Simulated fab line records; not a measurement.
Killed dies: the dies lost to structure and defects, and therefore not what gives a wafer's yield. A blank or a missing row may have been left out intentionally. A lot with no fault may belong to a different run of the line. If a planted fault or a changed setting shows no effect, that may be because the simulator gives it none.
One fault through the eyes of 2 desks	flow gf180mcu	numbers are kept per desk, each desk with only its own; the story behind them comes last

== THE METROLOGY DESK ==
Means of the sampled wafers that have a number, per lot and without regard to the tool the lot ran on: this is what the gauges read. Marked OUT: a lot whose mean sits more than 4 standard deviations from the usual mean, which makes it out of limits; the brackets give that distance.
Columns: A = cd nm at GF_V2_CD_MEAS_14, usual 260.2 nm; B = V2_W_RS at GF_V2_RS_MEAS_24, usual 0.328 ohm/sq
lot	first seen here	A	B
L695	day 20 00:35	259.9	0.324
L696	day 20 04:30	259.5	0.329
L697	day 20 17:44	259.8	0.327
L698	day 21 05:22	258.6	0.325
L699	day 21 14:19	260.7	0.326
L700	day 21 23:35	258.9	0.323
L703	day 23 08:10	260.1	0.327
L704	day 23 17:48	260.1	0.322
L706	day 24 13:01	258.7	0.329
L707	day 24 20:15	259.8	0.324
L708	day 25 06:46	258.4	0.330
L713	day 26 18:43	260.8	0.328
L716	day 27 18:28	261.0	0.331
This desk's finding: nothing out of limits on any of the 13 lots.

== TOOL OWNER'S DESK, cmp-02 ==
The tool's own readings at GF_V3_CMP_04 (polishes SiO2): means of the sampled wafers that have a number, for each lot that ran on this tool. Marked OUT: a lot whose mean sits more than 4 standard deviations from the usual mean, which makes it out of limits; the brackets give that distance.
Columns: A = motor current A at GF_V3_CMP_04, usual 12.6 A; B = time to endpoint s at GF_V3_CMP_04, usual 80 s
lot	first seen here	A	B
L696	day 21 07:41	11.4	80
L697	day 21 20:10	11.0	75
L704	day 24 19:03	11.5	84
L707	day 25 23:22	11.0	75
L708	day 26 07:04	11.3	79
L713	day 27 17:40	10.7	46 (-5.1) OUT
This desk's verdict: out of limits on L713, starting with L713 at day 27 17:40 (time to endpoint s at GF_V3_CMP_04). L696, L697, L704, L707, L708 stayed within limits.

== ALL TOGETHER ==
At day 27 17:40, on L713, the tool owner's desk was in a position to raise an alarm.
From the metrology desk's view, nothing was out of limits.
The metrology desk has L713 on record, within its limits.
Every lot named ran GF_V3_CMP_04 on cmp-02.

== WHAT THE SIMULATOR HAD INSERTED ==
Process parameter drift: cmp-02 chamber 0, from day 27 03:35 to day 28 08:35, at GF_V3_CMP_04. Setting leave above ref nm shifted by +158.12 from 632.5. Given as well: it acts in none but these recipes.
Shown lots that were struck: L713.
How many hours passed from the start of the fault until each desk's first out-of-limits reading: the tool owner's desk, 14.
